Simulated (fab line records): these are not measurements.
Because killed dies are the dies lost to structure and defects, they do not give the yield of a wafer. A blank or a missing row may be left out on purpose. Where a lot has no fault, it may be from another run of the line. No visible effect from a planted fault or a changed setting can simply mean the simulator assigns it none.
fab line records ; flow sfq_line
[record] lots = 6; wafers = 18; last_day = 91
route steps=325 shown M3@122 I3@133 M4@148
lots that met no fault: taken from a fault-free run of the same line
start_h: the number of hours between the record's first day and the start of the first shown wafer of the lot ; wait_h: hours from the lot's prior step to this one ; " the same as in the row above ; L1.1+2: one row covering several wafers at once ; - no value, or no start was given ; * or withheld: withheld ; < > ~ a bound
route shown NAME@n: names a module that has steps shown in the file, with the first one's number in the route ; usual: mean/standard deviation taken from wafers without a fault ; same: alike in all rows ; chamber/n: place in a boat ; sites: readings site by site ; _std_site: standard deviation across them ; _edge_site: inner sites' mean taken away from outer sites' mean ; radius_mm: how far each site lies from the wafer's centre ; mask NAME#n: copy n ; behind: the last tool/chamber to shape the wafer ; hold: why the lot was held/for how many hours/how that ended ; device: whichever transistor did not switch (one of n, p or np) ; end of line: tests of these same wafers at the route's end ; a step with no rows: only its recipe ; killed: dies that structure and defects cost at the first sort, which is not the same as the wafer's yield ; map: dies across one wafer; x = killed, . = not, _ = none there
set.NAME: setting as actually run; set.NAME@STEP: the setting as run at that earlier step ; model.NAME: the simulator's own value behind a step, which no gauge read
lots at selected steps of the route; one table per step, one row per wafer
services: from which hour (start_h, from the record's first day; less than 0 if before it) a tool's chamber was out of use, for how many hours, and why
[[steps]]
[step SFQ_TRILAYER_M3_LITHO_COAT_080]
[recipe] resist = BARC; spin_rpm = 3000; resist_thk_nm = 62
[step SFQ_TRILAYER_M3_LITHO_COAT_075]
[recipe] resist = KrF; spin_rpm = 3000; resist_thk_nm = 600
[step SFQ_TRILAYER_M3_LITHO_SOFTBAKE_079]
[recipe] temp_c = withheld; time_s = withheld; resist = KrF
[step SFQ_TRILAYER_M3_LITHO_EXPOSE_076]
[recipe] mask_id = M3; na = 0.6; source_shape = conventional; sigma_outer = 0.65; target_cd_nm = 500; dose_mj = 14.4
[step SFQ_TRILAYER_M3_LITHO_PEB_078]
[recipe] peb_temp_c = 115; peb_time_s = 60; resist = KrF
[step SFQ_TRILAYER_M3_LITHO_DEVELOP_077]
[recipe] time_s = 60; resist = KrF
[step SFQ_M3_OVL_MEAS_921]
[usual] M3_OVL = -3/4.7
lot.wafer;tool;chamber;start_h;wait_h;M3_OVL[nm]
L159.1;overlay-01;-;889.16;0.1;-6
L159.2;overlay-01;-;889.16;0.1;-1
L159.5;overlay-01;-;889.16;0.1;-4
L164.2;overlay-01;-;915.57;0.1;-12
L164.5;overlay-01;-;915.57;0.1;-14
L164.6;overlay-01;-;915.57;0.1;-10
L168.1;overlay-01;-;989.95;0.1;3
L168.4;overlay-01;-;989.95;0.1;-5
L168.5;overlay-01;-;989.95;0.1;-3
L169.2;overlay-01;-;993.55;0.1;3
L169.3;overlay-01;-;993.55;0.1;3
L169.6;overlay-01;-;993.55;0.1;2
L181.4;overlay-02;-;1239.65;0.1;2
L181.5;overlay-02;-;1239.65;0.1;0
L181.6;overlay-02;-;1239.65;0.1;0
L182.2;overlay-02;-;1243.24;0.1;-7
L182.4;overlay-02;-;1243.24;0.1;-6
L182.6;overlay-02;-;1243.24;0.1;-7
[step SFQ_TRILAYER_M3_BARC_OPEN_METAL_ETCH_100]
[recipe] mask_material = PR; chemistry = O2; target_depth_nm = 125; target = BARC; icp_w = 600; bias_w = 78.62; pressure_mtorr = 10; time_s = 41.7
[usual] drypump_motor_current_A = 5.8/0.4; he_backside_leak_sccm = 3.36/0.18; oes_product_au = 0.685/0.0044
lot.wafer;tool;chamber;start_h;wait_h;drypump_motor_current_A;he_backside_leak_sccm;oes_product_au;rf_hours_counter_h
L159.1;rie_metal-04;0;889.20;0.0;5.1;3.42;0.685;28
L159.2;rie_metal-04;1;889.20;0.0;5.8;3.24;0.688;84
L159.5;rie_metal-04;0;889.20;0.0;5.1;3.38;0.680;-
L164.2;rie_metal-03;1;915.60;0.0;6.0;3.52;0.674;92
L164.5;rie_metal-03;1;915.60;0.0;6.0;3.39;0.685;-
L164.6;rie_metal-03;0;915.60;0.0;6.1;3.55;0.687;-
L168.1;rie_metal-03;1;989.98;0.0;6.0;3.20;0.677;103
L168.4;rie_metal-03;0;989.98;0.0;6.1;3.71;0.686;-
L168.5;rie_metal-03;0;989.98;0.0;6.1;3.50;0.687;-
L169.2;rie_metal-04;0;993.58;0.0;5.1;3.56;0.679;43
L169.3;rie_metal-04;1;993.58;0.0;5.8;3.19;0.686;-
L169.6;rie_metal-04;1;993.58;0.0;5.8;3.23;0.691;-
L181.4;rie_metal-03;1;1239.69;0.0;6.0;3.24;0.690;-
L181.5;rie_metal-03;1;1239.69;0.0;6.0;3.32;0.680;-
L181.6;rie_metal-03;0;1239.69;0.0;6.1;3.80;0.688;-
L182.2;rie_metal-02;0;1243.27;0.0;6.3;3.18;0.690;108
L182.4;rie_metal-02;0;1243.27;0.0;6.3;3.21;0.688;-
L182.6;rie_metal-02;0;1243.27;0.0;6.3;3.11;0.692;-
[step SFQ_TRILAYER_M3_ETCH_METAL_ETCH_078]
[recipe] target = Nb; stop_on = SiO2; mask_material = PR; chemistry = Cl2/Ar; target_depth_nm = 240; icp_w = 600; bias_w = 80; pressure_mtorr = 10; time_s = 120
[step SFQ_TRILAYER_M3_STRIP_STRIP_079]
[recipe] gas = O2; power_w = 200; platen_temp_c = 40; overash_fraction = 0.65; chemistry = O2; pressure_mtorr = 50
[usual] drypump_motor_current_A = 5.8/0.39; he_backside_leak_sccm = 3.37/0.29; oes_product_au = 1.000/0.0085
[same] overash_fraction = 0.65
lot.wafer;tool;chamber;start_h;wait_h;drypump_motor_current_A;he_backside_leak_sccm;oes_product_au;rf_hours_counter_h
L159.1;rie_metal-04;0;889.38;0.1;5.1;3.28;0.992;28
L159.2;rie_metal-04;1;889.38;0.1;5.8;3.21;0.999;84
L159.5;rie_metal-04;0;889.38;0.1;5.1;3.26;0.997;-
L164.2;rie_metal-03;1;915.78;0.1;6.0;3.49;1.003;92
L164.5;rie_metal-03;1;915.78;0.1;6.0;3.32;0.998;-
L164.6;rie_metal-03;0;915.78;0.1;6.1;3.51;1.005;-
L168.1;rie_metal-03;1;990.17;0.1;6.0;3.25;0.998;103
L168.4;rie_metal-03;0;990.17;0.1;6.1;3.61;1.003;-
L168.5;rie_metal-03;0;990.17;0.1;6.1;3.53;0.998;-
L169.2;rie_metal-04;0;993.77;0.1;5.0;3.55;0.995;43
L169.3;rie_metal-04;1;993.77;0.1;5.9;3.28;1.000;-
L169.6;rie_metal-04;1;993.77;0.1;5.8;3.29;1.005;-
L181.4;rie_metal-03;1;1240.05;0.2;6.0;3.13;1.001;-
L181.5;rie_metal-03;1;1240.05;0.2;6.0;3.11;1.000;-
L181.6;rie_metal-03;0;1240.05;0.2;6.1;3.70;1.005;-
L182.2;rie_metal-02;0;1243.45;0.1;6.2;3.30;0.983;108
L182.4;rie_metal-02;0;1243.45;0.1;6.3;3.18;0.981;-
L182.6;rie_metal-02;0;1243.45;0.1;6.3;3.26;0.987;-
[step SFQ_TRILAYER_M3_STRIP_SOLV_CLEAN_080]
[recipe] chemistry = NMP; temp_c = 70; time_s = 600
[step SFQ_TRILAYER_I3_DEP_PECVD_081]
[recipe] material = SiO2; temp_c = 150; time_s = 111.11; pressure_torr = 2.4; rf_w = 183.3; precursor = SiH4/N2O; target_thk_nm = 500
[usual] chamber_pressure_Torr = 2.399/0.0054; heater_power_outer_w = 25/8.6; heater_power_w = 76/14; susceptor_temp_C = 150.00/0.16; throttle_valve_pct = 24.9/0.75
lot.wafer;tool;chamber;start_h;wait_h;chamber_pressure_Torr;heater_power_outer_w;heater_power_w;susceptor_temp_C;throttle_valve_pct
L159.1;pecvd-04;0;890.16;0.0;2.394;15;54;149.96;25.2
L159.2;pecvd-04;1;890.16;0.0;2.396;24;75;150.12;25.3
L159.5;pecvd-04;1;890.16;0.0;2.402;26;78;150.18;25.5
L164.2;pecvd-02;0;916.56;0.0;2.396;22;79;150.22;24.0
L164.5;pecvd-02;2;916.56;0.0;2.397;29;82;150.19;24.2
L164.6;pecvd-02;0;916.56;0.0;2.403;10;64;150.26;24.2
L168.1;pecvd-02;2;990.96;0.0;-;-;-;-;-
L168.4;pecvd-02;0;990.96;0.0;-;-;-;-;-
L168.5;pecvd-02;2;990.96;0.0;-;-;-;-;-
L169.2;pecvd-04;1;994.54;0.0;-;-;-;-;-
L169.3;pecvd-04;0;994.54;0.0;-;-;-;-;-
L169.6;pecvd-04;1;994.54;0.0;-;-;-;-;-
L181.4;pecvd-01;2;1240.67;0.0;2.406;32;81;149.98;26.2
L181.5;pecvd-01;1;1240.67;0.0;2.403;31;81;149.96;26.3
L181.6;pecvd-01;0;1240.67;0.0;2.394;41;109;149.99;24.7
L182.2;pecvd-02;1;1244.23;0.0;2.397;11;54;149.73;24.5
L182.4;pecvd-02;0;1244.23;0.0;2.397;19;75;149.96;24.9
L182.6;pecvd-02;2;1244.23;0.0;2.395;28;79;149.75;25.0
[step SFQ_TRILAYER_I3_CMP_CMP_082]
[recipe] material = SiO2; down_force_psi = 3; platen_rpm = 60; pad_velocity_m_s = 0.94248
[usual] head_pressure_psi = 3.001/0.0064; motor_current_A = 10.0/1.3; time_to_endpoint_s = 216/5.6
lot.wafer;tool;chamber;start_h;wait_h;head_pressure_psi;motor_current_A;time_to_endpoint_s
L159.2;cmp-02;1;902.64;12.4;2.996;10.4;210
L159.1;cmp-02;3;903.64;13.4;2.994;8.3;204
L159.5;cmp-02;2;905.14;14.9;3.008;11.5;219
L164.2;cmp-02;3;938.64;22.0;3.006;8.5;214
L164.6;cmp-02;3;940.64;24.0;3.007;8.9;216
L164.5;cmp-02;0;940.64;24.0;2.989;10.1;221
L168.4;cmp-02;3;1006.76;15.7;3.002;8.6;-
L168.1;cmp-02;0;1006.76;15.7;2.999;10.8;-
L168.5;cmp-02;1;1006.76;15.7;2.983;10.5;-
L169.2;cmp-02;3;1009.26;14.7;2.993;8.8;-
L169.3;cmp-02;1;1010.26;15.7;2.992;10.3;-
L169.6;cmp-02;2;1010.26;15.7;2.992;11.6;-
L181.4;cmp-01;3;1247.30;6.6;3.007;8.9;224
L181.5;cmp-01;3;1249.30;8.6;3.004;8.3;219
L181.6;cmp-01;0;1249.30;8.6;2.991;8.5;226
L182.2;cmp-02;1;1249.17;4.9;3.007;10.3;220
L182.4;cmp-02;0;1250.67;6.4;3.000;10.9;220
L182.6;cmp-02;1;1250.67;6.4;3.000;10.4;225
[step SFQ_I3_BOW_MEAS_922]
[recipe] mode = bow
[usual] I3_BOW = 3/9.2
lot.wafer;tool;chamber;start_h;wait_h;I3_BOW[um]
L159.1;film_metro-02;-;905.64;1.5;3
L159.2;film_metro-02;-;905.64;1.5;16
L159.5;film_metro-02;-;905.64;1.5;15
L164.2;film_metro-02;-;941.66;2.5;-4
L164.5;film_metro-02;-;941.66;2.5;-3
L164.6;film_metro-02;-;941.66;2.5;4
L168.1;film_metro-04;-;1008.76;1.0;-6
L168.4;film_metro-04;-;1008.76;1.0;7
L168.5;film_metro-04;-;1008.76;1.0;-1
L169.2;film_metro-02;-;1011.78;2.0;6
L169.3;film_metro-02;-;1011.78;2.0;0
L169.6;film_metro-02;-;1011.78;2.0;16
L181.4;film_metro-04;-;1250.36;2.6;-2
L181.5;film_metro-04;-;1250.36;2.6;6
L181.6;film_metro-04;-;1250.36;2.6;-8
L182.2;film_metro-02;-;1252.19;2.5;-9
L182.4;film_metro-02;-;1252.19;2.5;-6
L182.6;film_metro-02;-;1252.19;2.5;-11
[step SFQ_TRILAYER_I3_METRO_MEASURE_083]
lot.wafer;tool;chamber;start_h;wait_h
L159.1+2+5;film_metro-02;-;905.76;0.1
L164.2+5+6;film_metro-02;-;941.96;0.3
L168.1+4+5;film_metro-04;-;1008.88;0.1
L169.2+3+6;film_metro-02;-;1012.08;0.3
L181.4+5+6;film_metro-04;-;1251.02;0.6
L182.2+4+6;film_metro-02;-;1252.49;0.3
[step SFQ_TRILAYER_I3_VIA_LITHO_COAT_090]
[recipe] resist = BARC; spin_rpm = 3000; resist_thk_nm = 62
[step SFQ_TRILAYER_I3_VIA_LITHO_COAT_085]
[recipe] resist = KrF; spin_rpm = 3000; resist_thk_nm = 650
[step SFQ_TRILAYER_I3_VIA_LITHO_SOFTBAKE_089]
[recipe] temp_c = withheld; time_s = withheld; resist = KrF
[step SFQ_TRILAYER_I3_VIA_LITHO_EXPOSE_086]
[recipe] mask_id = I3; na = 0.6; source_shape = conventional; sigma_outer = 0.65; target_cd_nm = 500; dose_mj = 21.3
[step SFQ_TRILAYER_I3_VIA_LITHO_PEB_088]
[recipe] peb_temp_c = 115; peb_time_s = 60; resist = KrF
[step SFQ_TRILAYER_I3_VIA_LITHO_DEVELOP_087]
[recipe] time_s = 60; resist = KrF
[step SFQ_I3_OVL_MEAS_923]
[usual] I3_OVL = 0/6
lot.wafer;tool;chamber;start_h;wait_h;I3_OVL[nm]
L159.1;overlay-02;-;1042.01;0.1;0
L159.2;overlay-02;-;1042.01;0.1;-10
L159.5;overlay-02;-;1042.01;0.1;1
L164.2;overlay-02;-;1072.49;0.1;-2
L164.5;overlay-02;-;1072.49;0.1;-1
L164.6;overlay-02;-;1072.49;0.1;2
L168.1;overlay-02;-;1136.21;0.1;-7
L168.4;overlay-02;-;1136.21;0.1;-4
L168.5;overlay-02;-;1136.21;0.1;-7
L169.2;overlay-02;-;1141.02;0.1;-5
L169.3;overlay-02;-;1141.02;0.1;-2
L169.6;overlay-02;-;1141.02;0.1;2
L181.4;overlay-01;-;1254.02;0.1;-3
L181.5;overlay-01;-;1254.02;0.1;0
L181.6;overlay-01;-;1254.02;0.1;-4
L182.2;overlay-01;-;1255.75;0.1;-3
L182.4;overlay-01;-;1255.75;0.1;1
L182.6;overlay-01;-;1255.75;0.1;0
[step SFQ_TRILAYER_I3_VIA_BARC_OPEN_VIA_ETCH_121]
[recipe] mask_material = PR; chemistry = O2; target_depth_nm = 125; target = BARC; source_w = 482.5; bias_w = 80; pressure_mtorr = 30; time_s = 41.7
[step SFQ_TRILAYER_I3_VIA_ETCH_VIA_ETCH_088]
[recipe] target = SiO2; stop_on = Nb; mask_material = PR; taper_deg = 20; chemistry = CHF3; target_depth_nm = 260; source_w = 500; bias_w = 80; pressure_mtorr = 30; time_s = withheld
[usual] drypump_motor_current_A = 5.6/0.43; oes_product_au = 0.856/0.005
lot.wafer;tool;chamber;start_h;wait_h;drypump_motor_current_A;oes_product_au;model.etch.depth_nm
L159.1;rie_diel-04;1;1042.09;0.0;6.0;0.856;199.5
L159.2;rie_diel-04;2;1042.09;0.0;5.0;0.865;201.4
L159.5;rie_diel-04;1;1042.09;0.0;6.0;0.854;200.5
L164.2;rie_diel-01;3;1072.56;0.0;5.9;0.856;199.4
L164.5;rie_diel-01;3;1072.56;0.0;5.9;0.851;200.1
L164.6;rie_diel-01;0;1072.56;0.0;5.4;0.852;200.7
L168.1;rie_diel-04;1;1136.29;0.0;6.0;0.378;0
L168.4;rie_diel-04;3;1136.29;0.0;5.7;0.370;0
L168.5;rie_diel-04;0;1136.29;0.0;5.0;0.373;0
L169.2;rie_diel-02;2;1141.09;0.0;6.1;0.371;0
L169.3;rie_diel-02;3;1141.09;0.0;5.4;0.373;0
L169.6;rie_diel-02;1;1141.09;0.0;6.1;0.372;0
L181.4;rie_diel-01;1;1254.08;0.0;5.8;0.856;199.9
L181.5;rie_diel-01;0;1254.08;0.0;5.4;0.857;200.6
L181.6;rie_diel-01;3;1254.08;0.0;5.9;0.844;199.8
L182.2;rie_diel-04;1;1255.82;0.0;6.0;0.862;201.1
L182.4;rie_diel-04;3;1255.82;0.0;5.7;0.851;202.2
L182.6;rie_diel-04;2;1255.82;0.0;5.0;0.857;200.9
[step SFQ_TRILAYER_I3_VIA_STRIP_STRIP_089]
[recipe] gas = O2; power_w = 200; platen_temp_c = 40; overash_fraction = 0.65; chemistry = O2; pressure_mtorr = 50
[usual] drypump_motor_current_A = 6.02/0.29; he_backside_leak_sccm = 3.5/0.32; oes_product_au = 0.998/0.0078
[same] overash_fraction = 0.65
lot.wafer;tool;chamber;start_h;wait_h;drypump_motor_current_A;he_backside_leak_sccm;oes_product_au;rf_hours_counter_h
L159.1;rie_metal-01;0;1042.20;-;6.44;3.6;0.998;85
L159.2;rie_metal-01;1;1042.20;-;5.89;3.7;1.002;38
L159.5;rie_metal-01;0;1042.20;-;6.46;3.6;0.988;-
L164.2;rie_metal-01;1;1072.67;-;5.92;3.5;0.999;42
L164.5;rie_metal-01;0;1072.67;-;6.45;3.6;1.003;-
L164.6;rie_metal-01;1;1072.67;-;5.91;3.4;0.998;-
L168.1;rie_metal-02;1;1136.40;-;5.44;3.2;1.001;99
L168.4;rie_metal-02;1;1136.40;-;5.44;3.4;1.009;-
L168.5;rie_metal-02;0;1136.40;-;6.29;3.2;0.992;-
L169.2;rie_metal-02;0;1141.20;-;6.31;3.2;0.993;95
L169.3;rie_metal-02;1;1141.20;-;5.46;3.2;0.997;-
L169.6;rie_metal-02;0;1141.20;-;6.32;3.2;0.991;-
L181.4;rie_metal-03;1;1254.39;-;5.99;3.3;1.004;-
L181.5;rie_metal-03;1;1254.39;-;5.99;3.2;1.001;-
L181.6;rie_metal-03;0;1254.39;-;6.09;3.8;0.988;-
L182.2;rie_metal-02;0;1255.93;-;6.32;3.4;0.983;109
L182.4;rie_metal-02;0;1255.93;-;6.33;3.4;0.991;-
L182.6;rie_metal-02;0;1255.93;-;6.29;3.3;0.979;-
[step SFQ_TRILAYER_I3_VIA_STRIP_SOLV_CLEAN_090]
[recipe] chemistry = NMP; temp_c = 70; time_s = 600
[step SFQ_TRILAYER_M4_DEP_PRE_CLEAN_092]
[recipe] gas = Ar; time_s = 22.5; bias_v = 250
[step SFQ_TRILAYER_M4_DEP_SPUTTER_091]
[recipe] material = Nb; base_pressure_pa = 1.33e-06; chamber_pressure_pa = 0.1333; substrate_temp_c = 20; resputter_cathode_voltage_v = 400; target_thk_nm = 200; power_w = 2000; time_s = 133.3
[usual] throttle_valve_pct = 30.0/1.2
lot.wafer;tool;chamber;start_h;wait_h;throttle_valve_pct
L159.1;pvd_sputter-04;-;1043.00;0.0;31.0
L159.2;pvd_sputter-04;-;1043.00;0.0;31.1
L159.5;pvd_sputter-04;-;1043.00;0.0;31.0
L164.2;pvd_sputter-04;-;1073.69;0.0;30.6
L164.5;pvd_sputter-04;-;1073.69;0.0;31.0
L164.6;pvd_sputter-04;-;1073.69;0.0;29.0
L168.1;pvd_sputter-03;-;1137.20;0.0;30.1
L168.4;pvd_sputter-03;-;1137.20;0.0;27.7
L168.5;pvd_sputter-03;-;1137.20;0.0;27.7
L169.2;pvd_sputter-04;-;1142.00;0.0;29.5
L169.3;pvd_sputter-04;-;1142.00;0.0;30.8
L169.6;pvd_sputter-04;-;1142.00;0.0;30.7
L181.4;pvd_sputter-03;-;1254.99;0.0;27.8
L181.5;pvd_sputter-03;-;1254.99;0.0;30.3
L181.6;pvd_sputter-03;-;1254.99;0.0;27.6
L182.2;pvd_sputter-06;-;1256.73;0.0;29.4
L182.4;pvd_sputter-06;-;1256.73;0.0;28.8
L182.6;pvd_sputter-06;-;1256.73;0.0;30.1
[step SFQ_M4_RS_MEAS_924]
[recipe] thk_meas_gauge = four-point-probe; reads = Nb_of_TRILAYER_M4_DEP_SPUTTER_091
[usual] M4_NB_RS = 0.890/0.0089
lot.wafer;tool;chamber;start_h;wait_h;M4_NB_RS[ohm/sq]
L159.1;film_metro-04;-;1043.09;0.0;0.892
L159.2;film_metro-04;-;1043.09;0.0;0.888
L159.5;film_metro-04;-;1043.09;0.0;0.885
L164.2;film_metro-03;-;1073.80;0.1;0.884
L164.5;film_metro-03;-;1073.80;0.1;0.882
L164.6;film_metro-03;-;1073.80;0.1;0.889
L168.1;film_metro-02;-;1137.29;0.0;0.889
L168.4;film_metro-02;-;1137.29;0.0;0.897
L168.5;film_metro-02;-;1137.29;0.0;0.898
L169.2;film_metro-02;-;1142.11;0.1;0.891
L169.3;film_metro-02;-;1142.11;0.1;0.899
L169.6;film_metro-02;-;1142.11;0.1;0.893
L181.4;film_metro-04;-;1255.14;0.1;0.899
L181.5;film_metro-04;-;1255.14;0.1;0.894
L181.6;film_metro-04;-;1255.14;0.1;0.900
L182.2;film_metro-03;-;1256.85;0.1;0.875
L182.4;film_metro-03;-;1256.85;0.1;0.885
L182.6;film_metro-03;-;1256.85;0.1;0.882
[step SFQ_TRILAYER_M4_LITHO_COAT_098]
[recipe] resist = BARC; spin_rpm = 3000; resist_thk_nm = 62
[step SFQ_TRILAYER_M4_LITHO_COAT_093]
[recipe] resist = KrF; spin_rpm = 3000; resist_thk_nm = 600
[step SFQ_TRILAYER_M4_LITHO_SOFTBAKE_097]
[recipe] temp_c = withheld; time_s = withheld; resist = KrF
[step SFQ_TRILAYER_M4_LITHO_EXPOSE_094]
[recipe] mask_id = M4; na = 0.6; source_shape = conventional; sigma_outer = 0.65; target_cd_nm = 500; dose_mj = 14.4
[usual] exposure_dose_mJ_cm2 = 14.401/0.013; focus_offset_nm = -0.1/0.47
lot.wafer;tool;chamber;start_h;wait_h;mask;exposure_dose_mJ_cm2;focus_offset_nm
L159.1;krf_scanner-02;0;1046.70;-;M4#0;14.395;0.2
L159.2;krf_scanner-02;0;1046.70;-;M4#0;14.406;0.4
L159.5;krf_scanner-02;0;1046.70;-;M4#0;14.427;0.1
L164.2;krf_scanner-02;0;1205.81;-;M4#0;14.400;-0.9
L164.5;krf_scanner-02;0;1205.81;-;M4#0;14.408;-0.6
L164.6;krf_scanner-02;0;1205.81;-;M4#0;14.407;-0.9
L168.1;krf_scanner-01;-;1273.83;-;M4#0;-;-
L168.4;krf_scanner-01;-;1273.83;-;M4#0;-;-
L168.5;krf_scanner-01;-;1273.83;-;M4#0;-;-
L169.2;krf_scanner-01;-;1276.43;-;M4#0;-;-
L169.3;krf_scanner-01;-;1276.43;-;M4#0;-;-
L169.6;krf_scanner-01;-;1276.43;-;M4#0;-;-
L181.4;krf_scanner-02;0;1385.60;-;M4#0;14.383;-0.5
L181.5;krf_scanner-02;0;1385.60;-;M4#0;14.395;0.7
L181.6;krf_scanner-02;0;1385.60;-;M4#0;14.406;-0.4
L182.2;krf_scanner-02;0;1386.40;-;M4#0;14.422;0.8
L182.4;krf_scanner-02;0;1386.40;-;M4#0;14.424;0.8
L182.6;krf_scanner-02;0;1386.40;-;M4#0;14.417;0.7
[step SFQ_TRILAYER_M4_LITHO_PEB_096]
[recipe] peb_temp_c = 115; peb_time_s = 60; resist = KrF
[[services]]
tool;chamber;start_h;hours;kind
krf_scanner-02;-;867.54;1.1;repair
film_metro-02;-;871.38;0.5;pm
film_metro-02;-;897.93;3.2;pm
krf_scanner-02;-;904.37;6.3;repair
rie_metal-03;0;905.28;3.3;repair
film_metro-02;-;925.74;0.7;pm
rie_metal-03;-;932.83;0.8;repair
krf_scanner-02;-;933.25;0.8;pm
film_metro-02;-;951.11;0.9;pm
cmp-02;-;972.56;9.2;pm
cmp-02;-;982.02;1.6;repair
rie_metal-02;-;998.24;1.0;repair
rie_metal-03;1;1005.37;17.1;repair
cmp-02;-;1089.76;4.0;pm
cmp-02;-;1107.39;6.1;pm
cmp-02;-;1116.02;0.2;repair
rie_metal-03;-;1182.65;0.5;repair
rie_metal-02;-;1189.74;2.8;pm
rie_metal-02;-;1219.29;0.8;repair
cmp-02;-;1243.16;6.0;pm
cmp-02;-;1259.80;0.6;repair
rie_metal-03;-;1268.64;2.8;pm
rie_metal-02;-;1295.42;1.4;pm
cmp-02;-;1375.56;0.7;repair
[[key]]
[first_sign] step = SFQ_TRILAYER_I3_DEP_PECVD_081; reading = tool_record; direction = missing
[effect] step = SFQ_TRILAYER_I3_VIA_ETCH_VIA_ETCH_088; reading = oes_product_au; direction = down; sigmas = 96; usual = 0.856; struck = 0.373
[effect] step = SFQ_TRILAYER_M4_LITHO_EXPOSE_094; reading = tool_record; direction = missing
[model_effect] step = SFQ_TRILAYER_I3_VIA_ETCH_VIA_ETCH_088; value = etch.depth_nm; without = 199.9; struck = 0
met_at SFQ_TRILAYER_I3_DEP_PECVD_081
struck_wafers L168.1,L168.4,L168.5,L169.2,L169.3,L169.6
onset_between 916.56 990.96
[fault] kind = skipped_step_whole; tool = pecvd-02,pecvd-04; chamber = -; onset_h = 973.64; steps = SFQ_TRILAYER_I3_DEP_PECVD_081; scope = struck_lots_only
